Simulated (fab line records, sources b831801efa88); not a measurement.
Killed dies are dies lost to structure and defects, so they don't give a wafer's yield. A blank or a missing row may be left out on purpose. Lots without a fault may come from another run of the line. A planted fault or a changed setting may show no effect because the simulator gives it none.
A sampling plan put to the test | flow sky130 | one fab line, 47 faults that these records tell of, each judged on the records of the lots that it struck
The plan is the line's own looks: the steps of the route at which a gauge or an inspection reads the wafer and doesn't change it. A look can be judged if struck wafers have a number there and the file gives its usual mean and standard deviation on fault-free wafers. Caught: at a look after the fault's first step, the mean of the struck wafers lies 4 or more of those standard deviations (sigma) from the usual mean. On the tool: the same test on the tool's own readings at the fault's steps. Another recipe on the struck wafers, or a record that is blank for them alone, also counts as caught.

THE FAULTS, as the simulator had put them in
1. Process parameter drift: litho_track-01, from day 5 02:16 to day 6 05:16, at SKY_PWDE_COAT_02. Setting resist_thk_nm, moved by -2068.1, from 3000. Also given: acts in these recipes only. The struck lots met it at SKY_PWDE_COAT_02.
2. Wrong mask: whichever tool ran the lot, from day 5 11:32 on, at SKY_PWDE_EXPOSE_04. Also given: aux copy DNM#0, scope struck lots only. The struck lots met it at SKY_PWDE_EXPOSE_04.
3. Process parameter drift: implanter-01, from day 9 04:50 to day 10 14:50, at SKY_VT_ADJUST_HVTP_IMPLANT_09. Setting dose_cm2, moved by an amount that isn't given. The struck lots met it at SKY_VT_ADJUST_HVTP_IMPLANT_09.
4. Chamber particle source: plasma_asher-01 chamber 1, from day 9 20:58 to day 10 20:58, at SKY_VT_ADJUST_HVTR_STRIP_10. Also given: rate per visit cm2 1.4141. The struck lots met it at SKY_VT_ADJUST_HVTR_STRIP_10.
5. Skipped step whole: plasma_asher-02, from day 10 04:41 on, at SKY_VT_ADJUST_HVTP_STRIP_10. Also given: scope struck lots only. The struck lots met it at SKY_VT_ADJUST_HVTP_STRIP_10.
6. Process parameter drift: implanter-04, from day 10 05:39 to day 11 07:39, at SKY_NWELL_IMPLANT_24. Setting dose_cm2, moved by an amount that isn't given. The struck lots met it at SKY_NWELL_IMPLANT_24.
7. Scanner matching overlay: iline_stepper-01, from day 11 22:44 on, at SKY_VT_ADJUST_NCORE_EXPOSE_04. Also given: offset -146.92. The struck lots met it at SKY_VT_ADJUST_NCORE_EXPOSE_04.
8. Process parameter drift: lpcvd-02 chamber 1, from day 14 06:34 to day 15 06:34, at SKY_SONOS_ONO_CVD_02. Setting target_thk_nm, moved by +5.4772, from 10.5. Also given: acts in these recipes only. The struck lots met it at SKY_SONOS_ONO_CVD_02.
9. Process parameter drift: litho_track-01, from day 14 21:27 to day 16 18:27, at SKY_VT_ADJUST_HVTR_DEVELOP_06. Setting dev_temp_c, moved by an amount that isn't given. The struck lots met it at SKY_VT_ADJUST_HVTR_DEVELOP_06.
10. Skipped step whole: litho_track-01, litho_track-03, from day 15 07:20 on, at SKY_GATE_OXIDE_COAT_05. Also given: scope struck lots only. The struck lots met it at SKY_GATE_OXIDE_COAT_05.
11. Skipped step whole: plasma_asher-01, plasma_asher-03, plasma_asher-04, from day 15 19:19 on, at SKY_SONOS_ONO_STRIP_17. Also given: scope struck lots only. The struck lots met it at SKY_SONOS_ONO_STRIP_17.
12. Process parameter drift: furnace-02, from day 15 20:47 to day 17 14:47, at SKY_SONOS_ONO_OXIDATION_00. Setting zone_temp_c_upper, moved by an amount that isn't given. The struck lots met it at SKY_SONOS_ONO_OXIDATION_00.
13. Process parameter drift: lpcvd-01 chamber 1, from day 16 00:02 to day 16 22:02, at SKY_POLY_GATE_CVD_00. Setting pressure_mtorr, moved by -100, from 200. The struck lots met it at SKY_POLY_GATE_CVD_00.
14. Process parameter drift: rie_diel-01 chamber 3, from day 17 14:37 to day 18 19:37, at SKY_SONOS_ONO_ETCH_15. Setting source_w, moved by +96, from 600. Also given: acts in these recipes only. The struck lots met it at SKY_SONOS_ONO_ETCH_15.
15. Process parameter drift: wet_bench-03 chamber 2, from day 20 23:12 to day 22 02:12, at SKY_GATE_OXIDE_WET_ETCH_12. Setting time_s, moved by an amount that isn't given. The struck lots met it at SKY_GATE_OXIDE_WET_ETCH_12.
16. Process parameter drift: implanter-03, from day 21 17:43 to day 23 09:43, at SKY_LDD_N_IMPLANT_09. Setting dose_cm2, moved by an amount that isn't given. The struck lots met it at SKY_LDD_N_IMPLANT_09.
17. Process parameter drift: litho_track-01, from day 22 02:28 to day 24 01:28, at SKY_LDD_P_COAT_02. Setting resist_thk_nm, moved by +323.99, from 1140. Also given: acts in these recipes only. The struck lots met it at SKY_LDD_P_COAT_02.
18. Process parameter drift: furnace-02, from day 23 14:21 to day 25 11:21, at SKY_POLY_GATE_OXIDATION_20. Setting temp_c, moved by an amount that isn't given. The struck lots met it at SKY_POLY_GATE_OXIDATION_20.
19. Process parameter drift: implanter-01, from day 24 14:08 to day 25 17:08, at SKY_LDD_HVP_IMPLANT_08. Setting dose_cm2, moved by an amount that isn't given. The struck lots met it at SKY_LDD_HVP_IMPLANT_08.
20. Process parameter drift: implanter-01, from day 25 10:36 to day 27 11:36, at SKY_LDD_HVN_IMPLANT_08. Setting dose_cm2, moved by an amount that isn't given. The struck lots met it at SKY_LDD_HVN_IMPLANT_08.
21. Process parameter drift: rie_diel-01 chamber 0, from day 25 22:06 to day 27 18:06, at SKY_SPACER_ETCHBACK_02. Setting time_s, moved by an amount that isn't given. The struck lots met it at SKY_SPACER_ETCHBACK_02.
22. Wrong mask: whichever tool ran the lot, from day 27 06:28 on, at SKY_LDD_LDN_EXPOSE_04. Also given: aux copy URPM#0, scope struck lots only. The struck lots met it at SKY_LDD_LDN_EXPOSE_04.
23. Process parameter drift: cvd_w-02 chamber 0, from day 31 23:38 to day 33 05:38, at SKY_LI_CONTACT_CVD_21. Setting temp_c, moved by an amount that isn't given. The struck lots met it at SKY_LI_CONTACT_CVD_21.
24. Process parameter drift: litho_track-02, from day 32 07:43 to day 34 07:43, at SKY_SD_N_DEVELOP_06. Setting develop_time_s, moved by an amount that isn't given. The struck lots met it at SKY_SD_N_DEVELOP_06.
25. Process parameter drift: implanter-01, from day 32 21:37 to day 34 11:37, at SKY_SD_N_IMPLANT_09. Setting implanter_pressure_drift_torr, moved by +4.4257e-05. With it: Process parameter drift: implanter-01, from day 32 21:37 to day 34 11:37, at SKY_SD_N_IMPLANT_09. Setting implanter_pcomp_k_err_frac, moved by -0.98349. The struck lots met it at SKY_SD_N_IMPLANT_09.
26. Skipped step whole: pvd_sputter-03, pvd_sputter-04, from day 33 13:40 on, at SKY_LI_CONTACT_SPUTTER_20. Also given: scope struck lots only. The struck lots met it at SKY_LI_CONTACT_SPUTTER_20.
27. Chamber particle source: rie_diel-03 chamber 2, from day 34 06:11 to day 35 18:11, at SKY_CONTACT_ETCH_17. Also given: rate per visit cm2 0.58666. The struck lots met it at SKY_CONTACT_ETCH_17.
28. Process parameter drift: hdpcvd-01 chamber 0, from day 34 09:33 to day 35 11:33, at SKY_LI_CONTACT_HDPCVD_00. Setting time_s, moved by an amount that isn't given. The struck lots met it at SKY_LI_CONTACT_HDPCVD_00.
29. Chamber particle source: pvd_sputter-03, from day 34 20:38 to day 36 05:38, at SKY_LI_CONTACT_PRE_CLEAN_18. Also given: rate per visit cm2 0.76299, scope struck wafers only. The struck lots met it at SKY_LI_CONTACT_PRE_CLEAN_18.
30. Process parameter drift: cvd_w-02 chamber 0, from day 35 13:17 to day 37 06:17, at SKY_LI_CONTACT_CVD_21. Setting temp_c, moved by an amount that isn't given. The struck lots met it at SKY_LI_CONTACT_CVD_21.
31. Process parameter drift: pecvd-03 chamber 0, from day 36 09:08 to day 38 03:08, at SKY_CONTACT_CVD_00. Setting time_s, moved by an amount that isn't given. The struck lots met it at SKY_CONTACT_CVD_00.
32. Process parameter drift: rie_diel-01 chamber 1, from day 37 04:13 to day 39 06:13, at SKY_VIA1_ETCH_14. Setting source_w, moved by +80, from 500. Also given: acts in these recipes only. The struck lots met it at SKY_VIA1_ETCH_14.
33. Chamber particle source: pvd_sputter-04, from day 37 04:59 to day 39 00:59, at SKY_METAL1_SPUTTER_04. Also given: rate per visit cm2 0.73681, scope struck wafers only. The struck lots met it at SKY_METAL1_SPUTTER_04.
34. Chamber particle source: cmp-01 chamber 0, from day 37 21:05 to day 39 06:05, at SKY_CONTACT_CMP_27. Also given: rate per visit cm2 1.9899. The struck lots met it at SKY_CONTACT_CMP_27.
35. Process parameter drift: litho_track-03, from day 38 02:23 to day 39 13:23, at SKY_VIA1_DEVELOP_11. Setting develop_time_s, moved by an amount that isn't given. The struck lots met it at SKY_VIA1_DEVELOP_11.
36. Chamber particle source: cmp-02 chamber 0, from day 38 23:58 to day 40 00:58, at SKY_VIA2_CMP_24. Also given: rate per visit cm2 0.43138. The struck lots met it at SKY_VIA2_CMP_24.
37. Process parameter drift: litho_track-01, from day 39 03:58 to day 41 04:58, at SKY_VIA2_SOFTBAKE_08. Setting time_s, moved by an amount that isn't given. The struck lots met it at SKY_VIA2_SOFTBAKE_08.
38. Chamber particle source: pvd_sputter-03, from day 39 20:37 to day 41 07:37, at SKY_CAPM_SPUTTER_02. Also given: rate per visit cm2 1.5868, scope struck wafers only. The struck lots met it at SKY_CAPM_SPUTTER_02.
39. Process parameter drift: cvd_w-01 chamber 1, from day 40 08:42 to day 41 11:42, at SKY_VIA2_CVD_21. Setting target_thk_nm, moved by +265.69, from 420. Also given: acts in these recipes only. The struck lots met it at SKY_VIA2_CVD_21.
40. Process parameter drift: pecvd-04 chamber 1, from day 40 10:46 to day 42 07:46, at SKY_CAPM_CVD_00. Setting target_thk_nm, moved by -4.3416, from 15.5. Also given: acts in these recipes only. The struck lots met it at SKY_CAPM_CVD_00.
41. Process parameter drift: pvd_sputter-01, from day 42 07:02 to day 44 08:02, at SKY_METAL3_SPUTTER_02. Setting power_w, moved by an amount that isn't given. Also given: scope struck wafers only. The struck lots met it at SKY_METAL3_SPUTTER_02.
42. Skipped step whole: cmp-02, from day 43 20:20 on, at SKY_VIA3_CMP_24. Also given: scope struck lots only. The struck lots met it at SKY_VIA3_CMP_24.
43. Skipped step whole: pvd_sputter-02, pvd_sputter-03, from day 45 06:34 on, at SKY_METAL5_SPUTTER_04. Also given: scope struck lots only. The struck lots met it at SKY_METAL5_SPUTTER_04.
44. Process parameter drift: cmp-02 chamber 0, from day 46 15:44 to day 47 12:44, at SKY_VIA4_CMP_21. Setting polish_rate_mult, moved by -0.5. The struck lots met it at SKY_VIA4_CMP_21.
45. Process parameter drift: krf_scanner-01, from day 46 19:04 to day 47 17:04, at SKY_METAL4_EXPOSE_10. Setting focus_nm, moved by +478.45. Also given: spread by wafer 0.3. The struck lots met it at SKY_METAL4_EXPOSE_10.
46. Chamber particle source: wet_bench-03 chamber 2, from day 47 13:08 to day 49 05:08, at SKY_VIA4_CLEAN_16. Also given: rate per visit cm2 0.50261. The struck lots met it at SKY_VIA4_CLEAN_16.
47. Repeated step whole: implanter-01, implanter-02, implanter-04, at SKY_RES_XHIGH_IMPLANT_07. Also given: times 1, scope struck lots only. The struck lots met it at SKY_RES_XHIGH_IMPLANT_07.

WHAT THE PLAN SAW
fault | on the tool itself                               | first look that catches it                      | reading, sigma                                      | median hours from its first step to that look | hours from the fault's start to the first struck lot there | judged looks passed uncaught
1     | no reading that can be judged                    | none of the 3 looks that can be judged after it | -                                                   | -                                             | -                                                          | 3
2     | no reading that can be judged                    | SKY_PWDE_TW_MEAS_10                             | PWDE_TW -72                                         | 7.9                                           | 10                                                         | 0
3     | dose_ions_cm2 -99 or beyond sigma                | SKY_VT_ADJUST_HVTP_TW_MEAS_11                   | VT_ADJUST_HVTP_TW -7.1                              | 0.2                                           | 6                                                          | 0
4     | under 2 sigma                                    | none of the 2 looks that can be judged after it | -                                                   | -                                             | -                                                          | 2
5     | the tool's record is blank for the struck wafers | SKY_VT_ADJUST_LVTN_TW_MEAS_10                   | VT_ADJUST_LVTN_TW -49                               | 23.5                                          | 27                                                         | 1
6     | dose_ions_cm2 +99 or beyond sigma                | not the one look that can be judged after it    | strongest: NWELL_2_TW at SKY_NWELL_TW_MEAS_26, +2.9 | -                                             | -                                                          | 1
7     | under 2 sigma                                    | SKY_VT_ADJUST_NCORE_OVL_MEAS_08                 | VT_ADJUST_NCORE_OVL -99 or beyond                   | 12.2                                          | 15                                                         | 0
8     | no reading that can be judged                    | SKY_SONOS_ONO_THK_MEAS_03                       | SONOS_ONO_CVD_02_THK +32                            | 1.0                                           | 2                                                          | 0
9     | developer_temp_C -8.5 sigma                      | none of the 2 looks that can be judged after it | -                                                   | -                                             | -                                                          | 2
10    | the tool's record is blank for the struck wafers | no look after it can be judged                  | -                                                   | -                                             | -                                                          | 0
11    | the tool's record is blank for the struck wafers | no look after it can be judged                  | -                                                   | -                                             | -                                                          | 0
12    | spike_tc_upper_C -35 sigma                       | SKY_SONOS_ONO_THK_MEAS_01                       | SONOS_ONO_OXIDATION_THK -5.4                        | 1.4                                           | 3                                                          | 0
13    | pressure_mtorr -99 or beyond sigma               | SKY_POLY_GATE_THK_MEAS_01                       | POLY_GATE_CVD_00_THK -40                            | 1.2                                           | 6                                                          | 0
14    | rf_fwd_power_W +31 sigma                         | no look after it can be judged                  | -                                                   | -                                             | -                                                          | 0
15    | run_length_s -48 sigma                           | no look after it can be judged                  | -                                                   | -                                             | -                                                          | 0
16    | dose_ions_cm2 +99 or beyond sigma                | no look after it can be judged                  | -                                                   | -                                             | -                                                          | 0
17    | no reading that can be judged                    | SKY_LDD_P_CD_MEAS_07                            | cd_nm -11                                           | 14.7                                          | 28                                                         | 0
18    | tube_center_temp_C +95 sigma                     | SKY_POLY_GATE_THK_MEAS_21                       | POLY_GATE_OXIDATION_THK +5.3                        | 1.3                                           | 1                                                          | 0
19    | dose_ions_cm2 -99 or beyond sigma                | SKY_LDD_HVP_TW_MEAS_10                          | LDD_HVP_TW -10                                      | 0.2                                           | 1                                                          | 0
20    | dose_ions_cm2 -99 or beyond sigma                | SKY_LDD_HVN_TW_MEAS_10                          | LDD_HVN_TW -9.3                                     | 0.2                                           | 0                                                          | 0
21    | run_length_s +37 sigma                           | none of the 2 looks that can be judged after it | -                                                   | -                                             | -                                                          | 2
22    | under 2 sigma                                    | SKY_LDD_LDN_TW_MEAS_13                          | LDD_LDN_TW -81                                      | 15.1                                          | 15                                                         | 0
23    | susceptor_temp_C -20 sigma                       | SKY_LI_CONTACT_RS_MEAS_22                       | LI_CONTACT_W_RS +8.1                                | 0.1                                           | 1                                                          | 0
24    | under 2 sigma                                    | SKY_SD_N_CD_MEAS_07                             | cd_nm -63                                           | 0.1                                           | 9                                                          | 0
25    | end_station_pressure_torr +26 sigma              | SKY_SD_N_RS_MEAS_16                             | SD_N_RS -10                                         | 0.7                                           | 4                                                          | 1
26    | the tool's record is blank for the struck wafers | no look after it can be judged                  | -                                                   | -                                             | -                                                          | 0
27    | under 2 sigma                                    | no look after it can be judged                  | -                                                   | -                                             | -                                                          | 0
28    | run_length_s -11 sigma                           | SKY_LI_CONTACT_THK_MEAS_01                      | LI_CONTACT_HDPCVD_THK -4.0                          | 0.1                                           | 2                                                          | 0
29    | under 2 sigma                                    | not the one look that can be judged after it    | -                                                   | -                                             | -                                                          | 1
30    | susceptor_temp_C +23 sigma                       | SKY_LI_CONTACT_RS_MEAS_22                       | LI_CONTACT_W_RS -7.1                                | 0.1                                           | 2                                                          | 0
31    | under 2 sigma                                    | SKY_CONTACT_THK_MEAS_01                         | CONTACT_CVD_00_THK -9.0                             | 0.0                                           | 23                                                         | 0
32    | rf_fwd_power_W +46 sigma                         | no look after it can be judged                  | -                                                   | -                                             | -                                                          | 0
33    | under 2 sigma                                    | not the one look that can be judged after it    | -                                                   | -                                             | -                                                          | 1
34    | under 2 sigma                                    | none of the 6 looks that can be judged after it | -                                                   | -                                             | -                                                          | 6
35    | under 2 sigma                                    | not the one look that can be judged after it    | strongest: cd_nm at SKY_VIA1_CD_MEAS_12, -3.2       | -                                             | -                                                          | 1
36    | under 2 sigma                                    | no look after it can be judged                  | -                                                   | -                                             | -                                                          | 0
37    | run_length_s -99 or beyond sigma                 | not the one look that can be judged after it    | -                                                   | -                                             | -                                                          | 1
38    | under 2 sigma                                    | not the one look that can be judged after it    | -                                                   | -                                             | -                                                          | 1
39    | under 2 sigma                                    | SKY_VIA2_RS_MEAS_22                             | VIA2_W_RS -26                                       | 0.1                                           | 11                                                         | 0
40    | under 2 sigma                                    | SKY_CAPM_THK_MEAS_01                            | CAPM_CVD_00_THK -20                                 | 0.0                                           | 8                                                          | 0
41    | cathode_dc_power_W -99 or beyond sigma           | no look after it can be judged                  | -                                                   | -                                             | -                                                          | 0
42    | the tool's record is blank for the struck wafers | no look after it can be judged                  | -                                                   | -                                             | -                                                          | 0
43    | the tool's record is blank for the struck wafers | SKY_METAL5_THK_MEAS_06                          | METAL5_ALCU_THK +11                                 | 4.6                                           | 5                                                          | 1
44    | overpolish_run_s -99 or beyond sigma             | no look after it can be judged                  | -                                                   | -                                             | -                                                          | 0
45    | under 2 sigma                                    | SKY_METAL4_CD_MEAS_13                           | cd_nm -80                                           | 9.9                                           | 10                                                         | 0
46    | no reading that can be judged                    | no look after it can be judged                  | -                                                   | -                                             | -                                                          | 0
47    | under 2 sigma                                    | SKY_RES_XHIGH_TW_MEAS_09                        | RES_XHIGH_TW +12                                    | 0.6                                           | -                                                          | 0
A dash: the fault isn't caught, or these records don't give the number.

Caught at a look: 23 of 47. Caught on the tool: 26 of 47. By one or the other: 37 of 47.
Caught on the tool alone: faults 6, 9, 10, 11, 14, 15, 16, 21, 26, 32, 37, 41, 42, 44.
Caught at a look alone: faults 2, 7, 8, 17, 22, 24, 31, 39, 40, 45, 47.
Caught by neither: faults 1, 4, 27, 29, 33, 34, 35, 36, 38, 46.

THINNER SAMPLING
If the look that catches a fault measured only every second or every third lot, by lot number, the first struck lot would be measured this late in the worst case:
fault | struck lots at that look, in order of time | every lot | every second lot | every third lot
2     | L955                                       | 10 h      | may miss it      | may miss it
3     | L781, L783                                 | 6 h       | may miss all 2   | may miss all 2
5     | L723, L724                                 | 27 h      | 47 h             | may miss all 2
7     | L347, L349, L351                           | 15 h      | may miss all 3   | 56 h
8     | L185                                       | 2 h       | may miss it      | may miss it
12    | L512, L514                                 | 3 h       | may miss all 2   | may miss all 2
13    | L477                                       | 6 h       | may miss it      | may miss it
17    | L561, L563                                 | 28 h      | may miss all 2   | may miss all 2
18    | L976, L978, L979                           | 1 h       | 8 h              | may miss all 3
19    | L414, L416                                 | 1 h       | may miss all 2   | may miss all 2
20    | L589, L595                                 | 0 h       | may miss all 2   | may miss all 2
22    | L349                                       | 15 h      | may miss it      | may miss it
23    | L211, L214                                 | 1 h       | 30 h             | may miss all 2
24    | L120, L122                                 | 9 h       | may miss all 2   | may miss all 2
25    | L453, L455                                 | 4 h       | may miss all 2   | may miss all 2
28    | L294, L297                                 | 2 h       | 5 h              | may miss all 2
30    | L612, L615                                 | 2 h       | 5 h              | may miss all 2
31    | L774                                       | 23 h      | may miss it      | may miss it
39    | L251, L252                                 | 11 h      | 17 h             | may miss all 2
40    | L889, L891                                 | 8 h       | may miss all 2   | may miss all 2
43    | L509, L508, L510                           | 5 h       | 7 h              | 13 h
45    | L996, L997                                 | 10 h      | 16 h             | may miss all 2
Hours are from the fault's start to the first struck lot that is measured. The limit of 4 sigma was tested on all struck wafers together, so one lot alone may lie under it. Other struck lots may not be in these records.

THE LONGEST TIMED WAY FROM STEP TO LOOK
Fault 5: a median of 23.5 hours passes between SKY_VT_ADJUST_HVTP_STRIP_10 and SKY_VT_ADJUST_LVTN_TW_MEAS_10. The look between them that can be judged stayed within 4 sigma: SKY_VT_ADJUST_LVTN_OVL_MEAS_07.
